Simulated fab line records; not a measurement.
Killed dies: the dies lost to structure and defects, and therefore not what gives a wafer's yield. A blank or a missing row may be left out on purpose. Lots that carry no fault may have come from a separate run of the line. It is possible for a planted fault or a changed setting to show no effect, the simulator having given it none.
fab line records	flow sky130
[record] lots = 6	wafers = 18	last-day = 49
route steps=708 shown LDD_HVP@285 LDD_LDN@289 PAD_OPEN@708
lots untouched by any fault: they come from a run of this same line in which no faults occurred
start-h: hours from the record's first day to the start of the lot's first wafer shown	wait-h: time in hours since the lot's previous step	" unchanged from the row above	L1.1+2: one row covering several wafers at once	- either no value or no given start	* or withheld: withheld	< > ~ a bound
route shown NAME@n: NAME is a module with steps in the file, n the number in the route of the first one	usual: average and standard deviation across the fault-free wafers	same: alike in all rows	chamber/n: place in a boat	sites: each site's reading	_std_site: standard deviation of those values	_edge_site: mean of outer sites minus mean of inner sites	radius-mm: how far each site lies from the wafer's centre	mask NAME#n: copy n	behind: tool/chamber where the wafer was last shaped	hold: why the lot went on hold/how many hours it stayed there/how the hold came to an end	device: names the non-switching transistor (n, p or np)	end of line: the same wafers' tests at the end of the route	step lacking rows: just its recipe	killed: dies that structure and defects cost at the first sort, which is not the same as the wafer's yield	map: per-die view of a wafer (x killed, . not killed, _ where there is no die)
set.NAME: the setting the step ran with; set.NAME@STEP: the setting that earlier step ran with	model.NAME: the simulator's own value behind a step, which no gauge read
lots at selected steps of the route; one table per step, one row per wafer
services: when a tool's chamber went out of use (start-h, in hours from the record's first day, below 0 if earlier), for how many hours, and the reason
[[steps]]
[step SKY_LDD_HVP_OVL_MEAS_07]
[usual] LDD_HVP_OVL = -1.5/1.6
lot.wafer	tool	chamber	start-h	wait-h	LDD_HVP_OVL[nm]
L276.2	overlay-01	-	482.65	0.1	-4.0
L276.4	"	-	"	"	-3.6
L276.6	"	-	"	"	-3.2
L287.2	overlay-01	-	603.98	0.1	-3.4
L287.3	"	-	"	"	-2.2
L287.5	"	-	"	"	-3.3
L286.1	overlay-01	-	605.90	0.1	-0.1
L286.2	"	-	"	"	-0.5
L286.4	"	-	"	"	-2.4
L295.1	overlay-01	-	656.02	0.1	-3.1
L295.2	"	-	"	"	-2.7
L295.6	"	-	"	"	-2.8
L294.2	overlay-01	-	658.27	0.1	-1.7
L294.5	"	-	"	"	-2.0
L294.6	"	-	"	"	-1.5
L296.3	overlay-02	-	664.64	0.1	-0.3
L296.4	"	-	"	"	0.8
L296.5	"	-	"	"	-2.0
[step SKY_LDD_HVP_IMPLANT_08]
[recipe] species = B	energy-kev = 20	dose-cm2 = 1.732e+13	tilt-deg = 17.9
[step SKY_LDD_HVP_STRIP_09]
[recipe] chemistry = O2/N2	power-w = 1400	pressure-mtorr = 1500	platen-temp-c = withheld	o2-flow-sccm = 3000	n2-flow-sccm = 300	overash-fraction = 0.5
[usual] drypump-motor-current-A = 6.13/0.22	n2-flow-sccm = 299.9/0.95	oes-product-au = 0.409/0.0047	strip-time-to-endpoint-s = 4.132/0.016
lot.wafer	tool	chamber	start-h	wait-h	drypump-motor-current-A	n2-flow-sccm	oes-product-au	rf-hours-counter-h	strip-time-to-endpoint-s
L276.2	plasma-asher-04	1	482.83	0.1	6.27	300.3	0.408	78	4.137
L276.4	"	1	"	"	6.28	300.2	0.408	-	4.157
L276.6	"	0	"	"	6.00	298.6	0.412	-	4.106
L287.2	plasma-asher-04	0	604.16	0.1	5.95	299.9	0.408	93	4.132
L287.3	"	0	"	"	5.96	300.2	0.412	-	4.149
L287.5	"	0	"	"	6.00	299.9	0.403	-	4.148
L286.1	plasma-asher-01	1	606.08	0.1	6.09	301.0	0.402	77	4.136
L286.2	"	0	"	"	6.15	298.7	0.412	77	4.138
L286.4	"	1	"	"	6.11	300.7	0.411	-	4.127
L295.1	plasma-asher-04	1	656.21	0.1	6.30	299.8	0.403	99	4.151
L295.2	"	0	"	"	5.97	299.9	0.406	99	4.142
L295.6	"	0	"	"	6.02	301.6	0.409	-	4.128
L294.2	plasma-asher-01	0	658.45	0.1	6.14	299.9	0.410	83	4.129
L294.5	"	0	"	"	6.15	300.2	0.410	-	4.119
L294.6	"	1	"	"	6.16	301.0	0.409	-	4.148
L296.3	plasma-asher-04	0	664.84	0.1	6.00	301.4	0.405	-	4.140
L296.4	"	1	"	"	6.29	297.3	0.408	-	4.127
L296.5	"	1	"	"	6.28	299.8	0.410	-	4.123
[step SKY_LDD_HVP_TW_MEAS_10]
[usual] LDD_HVP_TW = 460/9.6
lot.wafer	tool	chamber	start-h	wait-h	LDD_HVP_TW
L276.2	film-metro-01	-	482.94	0.1	455
L276.4	"	-	"	"	454
L276.6	"	-	"	"	457
L287.2	film-metro-02	-	604.27	0.1	471
L287.3	"	-	"	"	475
L287.5	"	-	"	"	473
L286.1	film-metro-01	-	606.18	0.1	452
L286.2	"	-	"	"	453
L286.4	"	-	"	"	452
L295.1	film-metro-02	-	656.31	0.1	470
L295.2	"	-	"	"	474
L295.6	"	-	"	"	470
L294.2	film-metro-04	-	658.56	0.1	453
L294.5	"	-	"	"	454
L294.6	"	-	"	"	455
L296.3	film-metro-02	-	664.93	0.1	470
L296.4	"	-	"	"	470
L296.5	"	-	"	"	472
[step SKY_LDD_LDN_DEHYDRATE_00]
[recipe] temp-c = 200	time-s = 60
[step SKY_LDD_LDN_HMDS_01]
[recipe] prime-time-s = 60	prime-temp-c = 120
[step SKY_LDD_LDN_COAT_02]
[recipe] resist = NOVOLAK	spin-rpm = 3000	resist-thk-nm = 1140
[step SKY_LDD_LDN_SOFTBAKE_03]
[recipe] temp-c = 90	time-s = 60	resist = NOVOLAK
[step SKY_LDD_LDN_EXPOSE_04]
[recipe] mask-id = LDNTM	na = 0.6	source-shape = conventional	sigma-outer = 0.6	polarization = unpolarized	target-cd-nm = 700	dose-mj = 140
[step SKY_LDD_LDN_PEB_05]
[recipe] temp-c = withheld	time-s = *	resist = NOVOLAK
[step SKY_LDD_LDN_DEVELOP_06]
[recipe] resist = NOVOLAK	developer = TMAH	develop-time-s = 60	dev-temp-c = 23
[step SKY_LDD_LDN_OVL_MEAS_07]
[usual] LDD_LDN_OVL = -1.5/1.4
lot.wafer	tool	chamber	start-h	wait-h	LDD_LDN_OVL[nm]
L276.2	overlay-02	-	513.68	0.1	-1.1
L276.4	"	-	"	"	-0.4
L276.6	"	-	"	"	0.8
L287.2	overlay-01	-	633.52	0.1	-3.2
L287.3	"	-	"	"	-3.9
L287.5	"	-	"	"	-1.3
L286.1	overlay-02	-	634.76	0.1	0.4
L286.2	"	-	"	"	0.8
L286.4	"	-	"	"	-1.0
L295.1	overlay-02	-	684.02	0.1	-1.7
L295.2	"	-	"	"	-3.9
L295.6	"	-	"	"	-1.4
L294.2	overlay-02	-	685.57	0.1	0.7
L294.5	"	-	"	"	-1.0
L294.6	"	-	"	"	-1.7
L296.3	overlay-01	-	692.67	0.1	-1.1
L296.4	"	-	"	"	-2.1
L296.5	"	-	"	"	-0.9
[step SKY_LDD_LDN_IMPLANT_08]
[recipe] species = As	energy-kev = 15	dose-cm2 = 1.25e+13	tilt-deg = withheld	rotation-deg = 23
[usual] beam-on-s = 10.00/0.21	dose-ions-cm2 = 1.2499e+13/1.4e+10	faraday-current-uA = 70.5/1.5
[same] implant-ion-amu = 75
lot.wafer	tool	chamber	start-h	wait-h	beam-on-s	dose-ions-cm2	faraday-current-uA
L276.2	implanter-02	0	513.73	0.0	10.02	1.2515e+13	70.5
L276.4	"	0	"	"	9.65	1.2515e+13	73.0
L276.6	"	0	"	"	9.72	1.2499e+13	72.2
L287.2	implanter-02	0	633.66	0.1	9.91	9.064e+12	51.4
L287.3	"	0	"	"	9.92	9.078e+12	51.5
L287.5	"	0	"	"	10.08	9.057e+12	50.7
L286.1	implanter-02	0	634.80	0.0	10.11	9.04e+12	50.5
L286.2	"	0	"	"	9.89	9.06e+12	51.4
L286.4	"	0	"	"	10.03	9.041e+12	50.6
L295.1	implanter-01	0	684.05	0.0	10.08	1.2473e+13	70.1
L295.2	"	0	"	"	10.48	1.2506e+13	67.1
L295.6	"	0	"	"	10.17	1.249e+13	69.3
L294.2	implanter-01	0	685.62	0.0	9.95	1.2495e+13	71.2
L294.5	"	0	"	"	10.12	1.2497e+13	69.1
L294.6	"	0	"	"	10.23	1.25e+13	68.9
L296.3	implanter-04	0	692.75	0.1	10.20	1.2503e+13	69.3
L296.4	"	0	"	"	10.06	1.2506e+13	70.2
L296.5	"	0	"	"	10.14	1.2486e+13	69.5
[step SKY_LDD_LDN_IMPLANT_09]
[recipe] species = As	energy-kev = 15	dose-cm2 = 1.25e+13	tilt-deg = withheld	rotation-deg = 113
[step SKY_LDD_LDN_IMPLANT_10]
[recipe] species = As	energy-kev = 15	dose-cm2 = 1.25e+13	tilt-deg = withheld	rotation-deg = 203
[step SKY_LDD_LDN_IMPLANT_11]
[recipe] species = As	energy-kev = 15	dose-cm2 = 1.25e+13	tilt-deg = withheld	rotation-deg = 293
[step SKY_LDD_LDN_STRIP_12]
[recipe] chemistry = O2/N2	power-w = 1400	pressure-mtorr = 1500	platen-temp-c = withheld	o2-flow-sccm = 3000	n2-flow-sccm = 300	overash-fraction = 0.5
[usual] drypump-motor-current-A = 6.02/0.28	n2-flow-sccm = 299.9/0.9	oes-product-au = 0.715/0.0047	strip-time-to-endpoint-s = 14.15/0.046
lot.wafer	tool	chamber	start-h	wait-h	drypump-motor-current-A	n2-flow-sccm	oes-product-au	rf-hours-counter-h	strip-time-to-endpoint-s
L276.2	plasma-asher-04	0	514.31	0.1	6.03	299.0	0.713	82	14.12
L276.4	"	0	"	"	6.05	299.6	0.718	-	14.12
L276.6	"	1	"	"	6.30	299.6	0.715	-	14.14
L287.2	plasma-asher-02	0	634.23	0.1	5.94	300.8	0.712	21	14.09
L287.3	"	0	"	"	5.93	302.0	0.715	-	14.13
L287.5	"	0	"	"	5.94	300.9	0.714	-	14.13
L286.1	plasma-asher-03	1	635.40	0.1	5.80	299.2	0.717	48	14.15
L286.2	"	0	"	"	6.44	300.5	0.719	48	14.13
L286.4	"	1	"	"	5.80	300.3	0.713	-	14.15
L295.1	plasma-asher-02	1	684.65	0.1	5.49	301.1	0.711	25	14.10
L295.2	"	0	"	"	5.94	298.3	0.716	25	14.06
L295.6	"	1	"	"	5.50	300.4	0.716	-	14.07
L294.2	plasma-asher-04	0	686.20	0.1	6.00	300.8	0.712	102	14.11
L294.5	"	0	"	"	5.97	300.6	0.722	-	14.10
L294.6	"	1	"	"	6.33	300.4	0.717	-	14.06
L296.3	plasma-asher-04	1	693.33	0.1	6.29	300.6	0.705	-	14.09
L296.4	"	0	"	"	6.05	300.0	0.718	-	14.07
L296.5	"	1	"	"	6.27	301.5	0.709	-	14.09
[step SKY_LDD_LDN_TW_MEAS_13]
[usual] LDD_LDN_TW = 1464/8.3
lot.wafer	tool	chamber	start-h	wait-h	LDD_LDN_TW
L276.2	film-metro-03	-	514.42	0.1	1480
L276.4	"	-	"	"	1481
L276.6	"	-	"	"	1479
L287.2	film-metro-03	-	634.34	0.1	1421
L287.3	"	-	"	"	1429
L287.5	"	-	"	"	1424
L286.1	film-metro-04	-	635.50	0.1	1439
L286.2	"	-	"	"	1439
L286.4	"	-	"	"	1435
L295.1	film-metro-04	-	684.75	0.1	1472
L295.2	"	-	"	"	1469
L295.6	"	-	"	"	1463
L294.2	film-metro-04	-	686.31	0.1	1469
L294.5	"	-	"	"	1462
L294.6	"	-	"	"	1458
L296.3	film-metro-03	-	693.42	0.1	1458
L296.4	"	-	"	"	1461
L296.5	"	-	"	"	1461
[step SKY_LDD_LDN_CLEAN_14]
[recipe] chemistry = SC1/SC2	mix = 1:4:20	temp-c = 70	time-s = 150	dry = n2-spin
[step SKY_PAD_OPEN_PROBE_99]
[usual] killed_at_M0_to_M3 = 44/7.3	killed_at_M4_up = 3.1/1.9	killed-at-contacts = 24/5.3	killed-at-front-end = 15/4	killed-at-other = 0.4/0.6	killed-dies = 86/9.2	killed-open = 47/6.9	killed-short = 39/6.9
[same] gross-dies = 492	killed-at-back-side = 0
lot.wafer	tool	chamber	start-h	wait-h	killed_at_M0_to_M3	killed_at_M4_up	killed-at-contacts	killed-at-front-end	killed-at-other	killed-dies	killed-open	killed-short	model.etest.tip-sonos.rs-ohm-sq
L276.2	prober-02	-	1067.78	0.1	66	2	17	15	2	102	55	47	2711
L276.4	prober-02	-	1067.88	0.2	46	2	27	23	0	98	61	37	2739
L276.6	prober-02	-	1067.98	0.2	46	4	20	12	1	83	54	29	2712
L287.2	prober-02	-	1143.69	0.1	43	1	20	15	1	80	35	43	2704
L287.3	prober-02	-	1143.74	0.2	46	4	27	17	1	95	57	38	2683
L287.5	prober-02	-	1143.84	0.2	47	3	26	11	0	87	46	40	2689
L286.1	prober-01	-	1146.69	0.1	37	0	21	18	0	76	45	31	2829
L286.2	prober-01	-	1146.74	0.1	48	1	31	16	1	97	51	46	2857
L286.4	prober-01	-	1146.84	0.2	36	3	24	15	0	78	44	34	2850
L295.1	prober-02	-	1178.09	0.1	43	3	21	13	1	81	44	37	2672
L295.2	prober-02	-	1178.14	0.1	34	2	26	11	0	73	41	32	2705
L295.6	prober-02	-	1178.34	0.2	31	4	27	14	1	77	50	26	2660
L294.2	prober-01	-	1179.59	0.1	38	3	30	16	0	87	42	45	2645
L294.5	prober-01	-	1179.74	0.2	54	4	23	14	0	95	40	55	2683
L294.6	prober-01	-	1179.79	0.2	36	3	24	27	0	90	40	50	2706
L296.3	prober-02	-	1186.20	0.2	43	2	30	10	0	85	51	34	2698
L296.4	prober-02	-	1186.25	0.2	45	3	14	7	0	69	44	25	2682
L296.5	prober-02	-	1186.30	0.2	42	3	19	19	1	84	41	42	2712
// killed by level:class
L276.2 VIA1:geometric-particle:open=19 VIA2:geometric-particle:open=9 METAL3:geometric-particle:short=7 LI_CONTACT:geometric-particle:open=7 VIA3:geometric-particle:open=6 VIA2:geometric-particle:short=6 VIA3:geometric-particle:short=6 CONTACT:geometric-particle:open=5
L276.4 VIA1:geometric-particle:open=13 LI_CONTACT:geometric-particle:open=11 CONTACT:geometric-particle:open=10 FIELD_ISO:geometric-particle:open=8 VIA2:geometric-particle:open=8 FIELD_ISO:geometric-particle:short=6 VIA1:geometric-particle:short=6 VIA3:geometric-particle:open=5
L276.6 VIA1:geometric-particle:open=13 VIA3:geometric-particle:open=9 CONTACT:geometric-particle:open=8 VIA2:geometric-particle:open=7 LI_CONTACT:geometric-particle:open=6 POLY_GATE:geometric-particle:short=5 VIA1:geometric-particle:short=5 LOCAL_INTERCONNECT:geometric-particle:short=4
L287.2 VIA1:geometric-particle:open=8 VIA2:geometric-particle:short=7 VIA3:geometric-particle:open=6 CONTACT:geometric-particle:open=5 METAL2:geometric-particle:short=5 CONTACT:geometric-particle:short=5 VIA2:geometric-particle:open=5 FIELD_ISO:geometric-particle:open=4
L287.3 CONTACT:geometric-particle:open=12 VIA2:geometric-particle:open=10 VIA1:geometric-particle:open=10 METAL1:geometric-particle:short=10 FIELD_ISO:geometric-particle:open=6 VIA3:geometric-particle:open=6 LI_CONTACT:geometric-particle:short=4 LOCAL_INTERCONNECT:geometric-particle:short=4
L287.5 VIA2:geometric-particle:open=11 VIA1:geometric-particle:open=8 LI_CONTACT:geometric-particle:open=7 CONTACT:geometric-particle:short=7 VIA3:geometric-particle:open=7 LOCAL_INTERCONNECT:geometric-particle:short=5 METAL1:geometric-particle:short=5 FIELD_ISO:geometric-particle:open=4
L286.1 FIELD_ISO:geometric-particle:open=7 VIA3:geometric-particle:open=7 VIA1:geometric-particle:open=6 LI_CONTACT:geometric-particle:open=5 METAL2:geometric-particle:short=5 VIA2:geometric-particle:open=5 FIELD_ISO:geometric-particle:short=4 POLY_GATE:geometric-particle:open=4
L286.2 VIA2:geometric-particle:open=11 CONTACT:geometric-particle:open=10 LOCAL_INTERCONNECT:geometric-particle:short=8 VIA3:geometric-particle:open=7 METAL1:geometric-particle:short=7 METAL2:geometric-particle:short=5 LI_CONTACT:geometric-particle:open=5 FIELD_ISO:geometric-particle:open=4
L286.4 VIA1:geometric-particle:open=13 CONTACT:geometric-particle:open=8 LI_CONTACT:geometric-particle:open=7 VIA3:geometric-particle:short=4 POLY_GATE:geometric-particle:short=4 CONTACT:geometric-particle:short=4 METAL1:geometric-particle:short=4 VIA2:geometric-particle:open=4
L295.1 VIA1:geometric-particle:open=11 METAL2:geometric-particle:short=7 VIA3:geometric-particle:open=7 CONTACT:geometric-particle:open=6 FIELD_ISO:geometric-particle:short=5 POLY_GATE:geometric-particle:open=5 LOCAL_INTERCONNECT:geometric-particle:short=5 VIA2:geometric-particle:open=5
L295.2 CONTACT:geometric-particle:open=13 VIA1:geometric-particle:short=6 VIA1:geometric-particle:open=6 VIA3:geometric-particle:open=5 LOCAL_INTERCONNECT:geometric-particle:short=5 CONTACT:geometric-particle:short=5 VIA2:geometric-particle:open=3 FIELD_ISO:geometric-particle:short=3
L295.6 VIA1:geometric-particle:open=9 VIA2:geometric-particle:open=7 LI_CONTACT:geometric-particle:open=7 CONTACT:geometric-particle:open=7 FIELD_ISO:geometric-particle:open=6 LOCAL_INTERCONNECT:geometric-particle:short=5 VIA3:geometric-particle:open=5 POLY_GATE:geometric-particle:open=4
L294.2 CONTACT:geometric-particle:open=11 CONTACT:geometric-particle:short=10 VIA3:geometric-particle:open=8 METAL1:geometric-particle:short=6 FIELD_ISO:geometric-particle:short=5 LI_CONTACT:geometric-particle:open=5 METAL3:geometric-particle:short=5 VIA3:geometric-particle:short=5
L294.5 CONTACT:geometric-particle:open=13 METAL2:geometric-particle:short=12 METAL1:geometric-particle:short=10 VIA3:geometric-particle:open=7 VIA2:geometric-particle:open=6 FIELD_ISO:geometric-particle:short=5 LOCAL_INTERCONNECT:geometric-particle:short=4 VIA1:geometric-particle:open=4
L294.6 METAL1:geometric-particle:short=8 FIELD_ISO:geometric-particle:open=7 FIELD_ISO:geometric-particle:short=7 POLY_GATE:geometric-particle:short=6 CONTACT:geometric-particle:open=6 LI_CONTACT:geometric-particle:open=6 VIA1:geometric-particle:open=6 CONTACT:geometric-particle:short=5
L296.3 VIA1:geometric-particle:open=11 CONTACT:geometric-particle:open=10 VIA2:geometric-particle:open=9 LI_CONTACT:geometric-particle:open=8 VIA2:geometric-particle:short=5 POLY_GATE:geometric-particle:open=4 LOCAL_INTERCONNECT:geometric-particle:short=4 CONTACT:geometric-particle:short=4
L296.4 VIA1:geometric-particle:open=10 VIA3:geometric-particle:open=9 VIA2:geometric-particle:open=5 METAL1:geometric-particle:short=5 FIELD_ISO:geometric-particle:open=4 LI_CONTACT:geometric-particle:open=4 METAL2:geometric-particle:short=4 LI_CONTACT:geometric-particle:short=3
L296.5 VIA1:geometric-particle:open=12 POLY_GATE:geometric-particle:short=9 CONTACT:geometric-particle:open=7 LI_CONTACT:geometric-particle:open=6 METAL2:geometric-particle:short=6 VIA2:geometric-particle:open=6 FIELD_ISO:geometric-particle:open=4 METAL1:geometric-particle:short=4
[[services]]
tool	chamber	start-h	hours	kind
plasma-asher-01	-	479.91	14.6	pm
plasma-asher-02	-	499.69	2.0	repair
implanter-02	-	522.17	3.8	pm
implanter-04	-	524.05	3.9	pm
plasma-asher-01	-	532.70	1.3	repair
plasma-asher-03	-	535.49	34.0	repair
implanter-02	-	535.75	7.6	repair
plasma-asher-01	-	547.79	10.0	pm
plasma-asher-02	-	560.78	0.3	repair
plasma-asher-02	-	586.21	9.7	repair
plasma-asher-03	-	606.07	7.9	repair
plasma-asher-02	-	610.76	11.4	repair
implanter-01	-	668.99	2.9	pm
implanter-02	-	679.75	21.2	repair
plasma-asher-02	-	682.81	1.2	repair
[[key]]
[first-sign] step = SKY_LDD_LDN_IMPLANT_08	reading = dose-ions-cm2	direction = down	sigmas = 99+	usual = *	struck = *
[effect] step = SKY_LDD_LDN_IMPLANT_08	reading = faraday-current-uA	direction = down	sigmas = 13	usual = 70.5	struck = 51.0
[effect] step = SKY_LDD_LDN_TW_MEAS_13	reading = LDD_LDN_TW	direction = down	sigmas = 3.9	usual = 1464	struck = 1431
[model-effect] step = SKY_PAD_OPEN_PROBE_99	value = etest.tip-sonos.rs-ohm-sq	without = 2669	struck = 2769
met-at SKY_LDD_LDN_IMPLANT_08
struck-wafers L286.1,L286.2,L286.4,L287.2,L287.3,L287.5
tester-left-out L286,L287
onset-between 513.73 633.66
[fault] kind = process-parameter-drift	tool = implanter-02	chamber = -	onset-h = 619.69	steps = SKY_LDD_LDN_IMPLANT_08	channel = dose-cm2	offset = *	shape = step	end-h = 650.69	acts-in = *	stated = *
// tester-left-out: of these lots the tester's yield and bins aren't shown, on N5 and GAA mostly nor the transistor test; their killed dies are dies lost to structure and defects alone, not to doping, threshold or leakage, so they don't give the yield
